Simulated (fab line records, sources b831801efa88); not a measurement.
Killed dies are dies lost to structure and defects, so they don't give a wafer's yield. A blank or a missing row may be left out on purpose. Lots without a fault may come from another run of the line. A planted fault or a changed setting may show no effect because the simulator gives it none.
Split-lot experiment | flow sky130 | 5 lots, 23 wafers read, on a route of 708 steps

THE SPLIT
At SKY_METAL2_EXPOSE_12 (exposes mask MM2, target cd 140 nm), the setting dose_mj was moved away from the recipe's 28 on 11 of the 23 wafers read, by -3.9% to +3.8%. The other wafers ran this setting at the recipe's value.

FROM THE SPLIT TO THE READING: what the file shows between them, 2 steps
- SKY_METAL2_PEB_13
- SKY_METAL2_DEVELOP_14: develop time 60 s

THE READING
cd_nm, in nm, at SKY_METAL2_CD_MEAS_15 (target cd 140 nm). Fault-free wafers of this fab line usually give 140.4 nm, standard deviation 1.2 nm.

wafer  | tool, chamber at the split | dose_mj as run | against the recipe | cd_nm, nm | against lot-mates on the recipe
L074.1 | krf_scanner-01, 0          | 28             | recipe             | 139.4     | -
L074.4 | krf_scanner-01, 0          | 28             | recipe             | 139.5     | -
L074.5 | krf_scanner-01, 0          | 28             | recipe             | 138.8     | -
L078.1 | krf_scanner-02, 0          | 29.05          | +3.8%              | 131.2     | -9.4
L078.2 | krf_scanner-02, 0          | 28             | recipe             | 141.6     | -
L078.3 | krf_scanner-02, 0          | 28             | recipe             | 140.0     | -
L078.4 | krf_scanner-02, 0          | 29.05          | +3.8%              | 134.3     | -6.3
L078.5 | krf_scanner-02, 0          | 28             | recipe             | 140.3     | -
L075.1 | krf_scanner-01, 0          | 28             | recipe             | 141.5     | -
L075.2 | krf_scanner-01, 0          | 28.58          | +2.1%              | 134.9     | -5.3
L075.3 | krf_scanner-01, 0          | 28.58          | +2.1%              | 135.6     | -4.7
L075.4 | krf_scanner-01, 0          | 28             | recipe             | 139.0     | -
L075.5 | krf_scanner-01, 0          | 28.58          | +2.1%              | 134.3     | -5.9
L080.1 | krf_scanner-02, 0          | 26.9           | -3.9%              | 148.2     | +5.6
L080.2 | krf_scanner-02, 0          | 26.9           | -3.9%              | 148.7     | +6.1
L080.3 | krf_scanner-02, 0          | 28             | recipe             | 141.4     | -
L080.5 | krf_scanner-02, 0          | 26.9           | -3.9%              | 148.5     | +5.9
L080.6 | krf_scanner-02, 0          | 28             | recipe             | 143.7     | -
L084.1 | krf_scanner-02, 0          | 28             | recipe             | 141.7     | -
L084.3 | krf_scanner-02, 0          | 27.39          | -2.2%              | 145.1     | +3.5
L084.4 | krf_scanner-02, 0          | 27.39          | -2.2%              | 144.4     | +2.8
L084.5 | krf_scanner-02, 0          | 27.39          | -2.2%              | 144.2     | +2.6
L084.6 | krf_scanner-02, 0          | 28             | recipe             | 141.4     | -

THE FIT
A straight line over all 23 wafers: cd_nm changes by -2.11 nm for each +1% of dose_mj; r = -0.96; the points scatter about the line by 1.3 nm.
The same after taking each lot's own level away (the mean of its wafers on the recipe; 23 wafers): -1.81 nm for each +1%; r = -0.97; scatter 1 nm.
On that fit, the largest move of dose_mj shifts the reading by 7.1 nm.
The lots' own levels span 139.23 to 142.55 nm, that is 2.8 times the standard deviation above.
So the lot-to-lot level changes the slope: the two fits differ.
Check: with one of the wafers moved furthest among these (-3.9%) left out of the fit, the line predicts +6.75 nm for it against its lot-mates. It came out at +5.65 nm against them.

OTHER SPLITS ON THESE WAFERS
These wafers also went through other splits before the reading. Each is held against what the fit with the lots' levels taken away leaves over:
other split on the same wafers | wafers away from the commonest value | r with cd_nm (lot level and that fit taken away)
SKY_METAL2_SPUTTER_02 time_s   | 7                                    | -0.10

THE WHOLE CHAIN: every reading that the file lists as answering this split, in the file's order
step                  | what it does                                                         | reading                                                       | change (the file's fit)              | r (the file's)
SKY_METAL2_CD_MEAS_15 | target cd 140 nm                                                     | cd_nm                                                         | -1.82 nm for each +1% of the setting | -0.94
SKY_METAL2_DESCUM_17  | chemistry O2, time 8 s                                               | METAL2.cd_nm (the simulator's own value, which no gauge read) | -1.81 nm for each +1% of the setting | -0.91
SKY_METAL2_ETCH_18    | etches BARC in N2/H2, stops on SiO2, time 45.9 s, target depth 60 nm | METAL2.cd_nm (the simulator's own value, which no gauge read) | -1.73 nm for each +1% of the setting | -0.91

THE FILE'S OWN FIT
cd_nm changes by -1.82 nm for each +1% of dose_mj, r = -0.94.
